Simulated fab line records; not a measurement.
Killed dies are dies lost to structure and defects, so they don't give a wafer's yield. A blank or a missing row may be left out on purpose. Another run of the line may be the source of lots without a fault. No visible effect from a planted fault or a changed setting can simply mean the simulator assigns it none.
Check of tool commonality -- flow gf180mcu -- 14 lots and 42 wafers in the sample

== WHAT PROMPTED THE OPENING ==
2 of 14 lots carry a flag on the reading HV_LDD_2_TW at GF_HV_LDD_TW_MEAS_23. Fault-free wafers read 1060, with a standard deviation of 8.4.
Rule: flag the lot when none of its wafers has a number, or when each of its wafers that has one lies beyond 4 standard deviations from that mean. All remaining lots are regarded as sound.

lot,measured,on,"HV_LDD_2_TW, wafer by wafer",flag
L679,day 10 20:42,filmMetro-04,1062 1055 1060,
L680,day 11 05:08,filmMetro-04,1063 1061 1063,
L682,day 11 16:26,filmMetro-01,1068 1068 1071,
L683,day 11 23:21,filmMetro-01,1070 1066 1071,
L684,day 12 11:54,filmMetro-04,1314 1310 1311,FLAGGED
L685,day 13 06:37,filmMetro-03,1072 1064 1066,
L688,day 14 12:41,filmMetro-04,1038 1045 1043,
L691,day 14 23:42,filmMetro-03,1313 1321 1312,FLAGGED
L693,day 15 08:28,filmMetro-01,1065 1068 1069,
L695,day 15 21:45,filmMetro-01,1069 1069 1067,
L697,day 16 22:32,filmMetro-01,1069 1066 1067,
L698,day 17 09:32,filmMetro-03,1059 1062 1053,
L700,day 17 20:04,filmMetro-01,1062 1058 1062,
L699,day 17 20:29,filmMetro-01,1065 1064 1062,
On average the flagged lots' numbers are 1314, which is +254 against the usual, or +30 standard deviations.

== WHICH TOOL RAN EACH LOT ==
2 process steps preceding the reading are held in the record, out of 602 steps in the route. Each cell gives the tool, then ch followed by the chambers the sampled wafers passed through, then the start.
lot,flag,GF_VT_IMPLANT_STRIP_42,GF_HV_LDD_IMPLANT_21
L679,,"plasmaAsher-04 ch 0,1, day 7 15:25","implanter-02 ch 0, day 10 20:28"
L680,,"plasmaAsher-04 ch 0, day 7 22:19","implanter-03 ch 0, day 11 04:53"
L682,,"plasmaAsher-02 ch 0,1, day 8 10:22","implanter-03 ch 0, day 11 16:13"
L683,,"plasmaAsher-04 ch 0,1, day 8 15:20","implanter-01 ch 0, day 11 23:08"
L684,FLAGGED,"plasmaAsher-02 ch 0,1, day 9 02:16","implanter-03 ch 0, day 12 11:20"
L685,,"plasmaAsher-03 ch 0,1, day 9 18:11","implanter-01 ch 0, day 13 06:22"
L688,,"plasmaAsher-03 ch 0,1, day 10 19:08","implanter-01 ch 0, day 14 12:26"
L691,FLAGGED,"plasmaAsher-02 ch 0, day 11 07:14","implanter-01 ch 0, day 14 23:05"
L693,,"plasmaAsher-04 ch 0,1, day 11 15:16","implanter-01 ch 0, day 15 08:14"
L695,,"plasmaAsher-02 ch 0,1, day 12 02:50","implanter-01 ch 0, day 15 21:30"
L697,,"plasmaAsher-02 ch 0,1, day 13 02:22","implanter-01 ch 0, day 16 22:17"
L698,,"plasmaAsher-03 ch 0,1, day 13 10:52","implanter-01 ch 0, day 17 09:19"
L700,,"plasmaAsher-02 ch 0,1, day 13 19:42","implanter-03 ch 0, day 17 19:51"
L699,,"plasmaAsher-04 ch 0,1, day 13 18:53","implanter-01 ch 0, day 17 20:16"
What these steps do:
- GF_VT_IMPLANT_STRIP_42: strips in O2/N2.
- GF_HV_LDD_IMPLANT_21
- GF_HV_LDD_TW_MEAS_23

== FLAGGED OVER TOTAL, TOOL BY TOOL (the gauges that took the reading come last) ==
step,tool,lots run,flagged,share of the flagged lots,sound lots run after its first flagged lot
GF_VT_IMPLANT_STRIP_42,plasmaAsher-02,6,2,all,"3 (L695,L697,L700)"
GF_VT_IMPLANT_STRIP_42,plasmaAsher-03,3,0,none,-
GF_VT_IMPLANT_STRIP_42,plasmaAsher-04,5,0,none,-
GF_HV_LDD_IMPLANT_21,implanter-01,9,1,some,"5 (L693,L695,L697,L698,L699)"
GF_HV_LDD_IMPLANT_21,implanter-02,1,0,none,-
GF_HV_LDD_IMPLANT_21,implanter-03,4,1,some,1 (L700)
GF_HV_LDD_TW_MEAS_23,filmMetro-01,7,0,none,-
GF_HV_LDD_TW_MEAS_23,filmMetro-03,3,1,some,1 (L698)
GF_HV_LDD_TW_MEAS_23,filmMetro-04,4,1,some,1 (L688)

== WHAT IS ALLOWED BY THE TABLE ==
1 row of the table ran every flagged lot: plasmaAsher-02 at GF_VT_IMPLANT_STRIP_42.
- plasmaAsher-02 at GF_VT_IMPLANT_STRIP_42 ran 6 lots, 2 of them flagged. Lots that were sound ran on it after the first flagged one (L695, L697, L700); a persistent fault on the entire tool would not allow that.
Not one row of the table ran every flagged lot while running no sound lot after the first.

== WHAT HAD BEEN PUT IN BY THE SIMULATOR ==
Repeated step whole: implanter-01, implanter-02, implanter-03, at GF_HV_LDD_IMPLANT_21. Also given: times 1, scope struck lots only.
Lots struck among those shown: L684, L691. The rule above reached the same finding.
